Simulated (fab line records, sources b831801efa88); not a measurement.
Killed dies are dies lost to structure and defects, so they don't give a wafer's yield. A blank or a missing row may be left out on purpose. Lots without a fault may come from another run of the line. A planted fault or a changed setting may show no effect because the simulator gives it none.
One fault seen from 2 desks | flow sky130 | each desk has only its own numbers; what lay behind them comes last

THE TOOL OWNER'S DESK: litho_track-01
The tool's own readings at SKY_LDD_P_DEVELOP_06 (develop time 60 s): means of the sampled wafers that have a number, for each lot that ran on this tool. A lot is out of limits, marked OUT, if its mean lies more than 4 standard deviations from the usual mean; the brackets give that distance.
Columns: A = developer_temp_C at SKY_LDD_P_DEVELOP_06, usual 23.02 C
lot  | first seen here | A
L717 | day 19 21:59    | 23.10
L719 | day 20 12:46    | 23.04
L722 | day 21 15:55    | 23.00
L724 | day 22 08:59    | 23.13
L725 | day 23 07:11    | 22.94
L728 | day 23 21:02    | 25.12 (+21) OUT
L730 | day 24 17:52    | 25.32 (+24) OUT
This desk's finding: out of limits on L728, L730; first on L728, day 23 21:02 (developer_temp_C at SKY_LDD_P_DEVELOP_06). In limits: L717, L719, L722, L724, L725.

THE METROLOGY DESK
What the gauges read, lot by lot, whatever tool the lot ran on: means of the sampled wafers that have a number. A lot is out of limits, marked OUT, if its mean lies more than 4 standard deviations from the usual mean; the brackets give that distance.
Columns: A = POLY_GATE_OXIDATION_THK at SKY_POLY_GATE_THK_MEAS_21, usual 3.98 nm; B = LDD_N_OVL at SKY_LDD_N_OVL_MEAS_07, usual -0.5 nm; C = cd_nm at SKY_LDD_P_CD_MEAS_07, usual 380.0 nm
lot  | first seen here | A    | B    | C
L717 | day 17 08:57    | 3.95 | 0.5  | 378.9
L719 | day 17 22:10    | 3.99 | -0.1 | 381.9
L720 | day 18 05:48    | 4.00 | -1.7 | 379.2
L721 | day 18 19:40    | 3.95 | -0.3 | 381.6
L722 | day 19 01:04    | 4.01 | -2.4 | 377.5
L723 | day 19 08:25    | 3.90 | 1.6  | 381.4
L724 | day 19 17:41    | 3.97 | 0.5  | 377.8
L725 | day 20 18:29    | 3.99 | -2.5 | 379.4
L728 | day 21 07:53    | 3.95 | -0.4 | 372.5
L730 | day 22 05:10    | 4.03 | -0.8 | 372.3
L735 | day 23 22:09    | 3.95 | -0.8 | 380.4
L736 | day 24 07:18    | 4.13 | -1.3 | 382.5
L738 | day 24 19:15    | 3.88 | 0.2  | 381.2
This desk's finding: nothing out of limits on any of the 13 lots.

PUT TOGETHER
The tool owner's desk could have raised an alarm at day 23 21:02, on L728, L730.
The metrology desk saw nothing out of limits.
The metrology desk has L728, L730 on record, within its limits.
Of the lots named, all ran SKY_LDD_P_DEVELOP_06 on litho_track-01.

WHAT THE SIMULATOR HAD PUT IN
Process parameter drift: litho_track-01, from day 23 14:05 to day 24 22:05, at SKY_LDD_P_DEVELOP_06. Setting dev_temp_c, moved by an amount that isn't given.
Lots struck among those shown: L728, L730.
Hours from the fault's start to each desk's first reading out of limits: the tool owner's desk, 7.
